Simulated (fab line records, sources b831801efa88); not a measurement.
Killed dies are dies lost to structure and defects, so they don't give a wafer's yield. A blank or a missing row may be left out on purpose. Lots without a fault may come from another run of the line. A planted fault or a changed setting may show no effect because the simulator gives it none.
Which tool did it? | flow sky130 | 6 lots, 18 wafers sampled, at 2 steps of a route of 708

WHAT THE GAUGES READ, wafer by wafer
SKY_LDD_N_OVL_MEAS_07.
lot  | measured     | on         | LDD_N_OVL (nm)
L309 | day 18 03:13 | overlay-02 | -0.4 -2.6 -1.5
L311 | day 18 20:31 | overlay-01 | -3.5 -1.9 -2.9
L316 | day 20 10:49 | overlay-01 | 52.8 51.8 52.7
L319 | day 22 09:02 | overlay-01 | -0.8 -1.4 -0.4
L323 | day 23 09:34 | overlay-01 | -0.4 0.0 -0.2
L325 | day 24 06:22 | overlay-01 | -1.0 -1.4 -0.4

WHICH TOOL RAN EACH LOT (tool, then ch and the chambers of the sampled wafers, then the start)
lot  | SKY_LDD_N_EXPOSE_04
L309 | iline_stepper-02 ch 0, day 17 13:16
L311 | iline_stepper-01 ch 0, day 18 05:33
L316 | iline_stepper-02 ch 0, day 19 20:04
L319 | iline_stepper-01 ch 0, day 21 17:47
L323 | iline_stepper-01 ch 0, day 22 19:19
L325 | iline_stepper-01 ch 0, day 23 15:51
- SKY_LDD_N_EXPOSE_04: exposes mask NTM, target cd 840 nm.

THE ANSWER, worked out from the rows above alone
Rule: what is usual is taken from the lots themselves. Put in order of their means at a reading, lots are off if they are a third of the lots or fewer, leave a main group of 4 or more, and stand apart from it by a gap of 3 or more times the standard deviation of the main group's means; of several such gaps the widest counts. A main group whose means are all the same, to the digits that the tables above print for the reading, isn't used. A lot without any number at a reading at which 4 lots or more have one is off too. The other lots that the step has rows for count as sound.
Off: L316, at SKY_LDD_N_OVL_MEAS_07 (LDD_N_OVL). The main group: mean -1.3 nm, standard deviation 0.86.
A tool fits if, at a process step before that reading, it ran every lot that is off, and no sound lot after the first of them. The gauges at SKY_LDD_N_OVL_MEAS_07 are tried like those tools. One fits: iline_stepper-02 at SKY_LDD_N_EXPOSE_04. Its last sound lot is L309 (day 17 13:16), its first lot that is off L316 (day 19 20:04): a fault that began between those two fits.

WHAT THE SIMULATOR HAD PUT IN
Scanner matching overlay: iline_stepper-02, from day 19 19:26 on, at SKY_LDD_N_EXPOSE_04. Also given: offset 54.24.
Lots struck among those shown: L316. The rule above found the same.
